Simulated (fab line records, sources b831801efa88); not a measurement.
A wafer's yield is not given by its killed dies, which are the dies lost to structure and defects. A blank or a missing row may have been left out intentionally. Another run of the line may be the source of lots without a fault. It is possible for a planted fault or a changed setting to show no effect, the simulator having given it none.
Struck lot and sound lot, side by side | flow sky130 | 15 out of 708 route steps
Sound: the wafers L772.1, L772.2, L772.3. Wafers struck: L763.1, L763.2, L763.5. The cause is given at the end.
For every step that has rows: the tool of each side, followed by ch and its chambers, followed by its first start. Under that, the readings that differ: sound wafers | struck wafers | difference of the means | sigmas: that difference in standard deviations of wafers without a fault.
alike: a reading whose means differ by less than 2 such deviations, as well as words and numbers matching on both sides. not compared: withheld readings; readings where some wafer has no value; bounds like >300 that might hide an equal value; numbers whose values overlap and for which the record gives no deviation.
A row with sigmas, a row that says differs or no value, or rows on one side alone: a step with any of these is where the two part. Numbers that have no deviation but don't overlap get no sigmas and don't part them. Lack of a reading on every wafer of one side parts them only where that side has two or more wafers.

SKY_METAL5_SPUTTER_03: material Ti, target thk 5 nm, time 3.3 s.
  struck on pvd sputter-03, day 45 04:41; sound on pvd sputter-03, day 47 10:21
  alike: throttle valve pct
SKY_METAL5_SPUTTER_04: material TiN, target thk 70 nm, time 58.3 s.
  struck on pvd sputter-03, day 45 04:43; sound on pvd sputter-03, day 47 10:22
  alike: throttle valve pct
SKY_METAL5_RS_MEAS_05: measures by four-point-probe.
  struck on film metro-02, day 45 04:46; sound on film metro-02, day 47 10:25
  alike: METAL5_ALCU_RS
SKY_METAL5_THK_MEAS_06: measures by xrf.
  struck on film metro-02, day 45 04:53; sound on film metro-02, day 47 10:32
  alike: METAL5_ALCU_THK
then, 7 steps without rows for these wafers: SKY_METAL5_DEHYDRATE_07 (time 60 s); SKY_METAL5_HMDS_08 (prime time 60 s); SKY_METAL5_COAT_09 (resist thk 1800 nm); SKY_METAL5_SOFTBAKE_10 (time 58.81 s); SKY_METAL5_EXPOSE_11 (exposes mask MM5, target cd 1600 nm); SKY_METAL5_PEB_12; SKY_METAL5_DEVELOP_13 (develop time 60 s).
SKY_METAL5_DESCUM_14: chemistry O2, time 11 s.
  sound on rie metal-02 ch 0,1, day 48 06:05; struck on rie metal-02 ch 0,1, day 46 01:38
  alike: drypump motor current A, oes product au, temp c
  not compared: rf hours counter h
SKY_METAL5_METAL_ETCH_15: etches the open film in Cl2/BCl3, stops on SiO2, target depth 1260 nm, time 252 s.
  sound on rie metal-02 ch 0,1, day 48 06:08; struck on rie metal-02 ch 0,1, day 46 01:40
  no value came back on the struck wafers for any of 6 readings (bcl3 flow sccm (sccm), bias w (W) and others); on the sound wafers bcl3 flow sccm (sccm) reads 30.01 29.98 29.89
  reading                                     | sound           | struck          | difference | sigmas
  model.NOVOLAK_of_METAL5_COAT_09.thk nm (nm) | 1033 1051 1038  | 1793 1788 1792  | +750       |
  model.SiO2_of_VIA4_HDPCVD_00.thk nm (nm)    | 548.2 550 549.9 | 575.3 574 575.1 | +25.4      |
  not compared: rf hours counter h
SKY_METAL5_STRIP_16: strips in O2/N2.
  sound on plasma asher-01 ch 0,1, day 48 06:22; struck on plasma asher-02 ch 0,1, day 46 01:55
  reading                      | sound             | struck            | difference | sigmas
  strip time to endpoint s (s) | 13.04 13.26 13.11 | 21.57 21.51 21.56 | +8.41      | +53
  alike: drypump motor current A, o2 flow sccm, oes product au
  not compared: rf hours counter h
then, 1 step without rows for these wafers: SKY_METAL5_STRIP_17 (strips in post etch residue remover, time 1200 s).

## WHERE THEY PART
At SKY_METAL5_METAL_ETCH_15 first; at SKY_METAL5_STRIP_16 last (within this record only).

WHY: the cause the simulator had injected
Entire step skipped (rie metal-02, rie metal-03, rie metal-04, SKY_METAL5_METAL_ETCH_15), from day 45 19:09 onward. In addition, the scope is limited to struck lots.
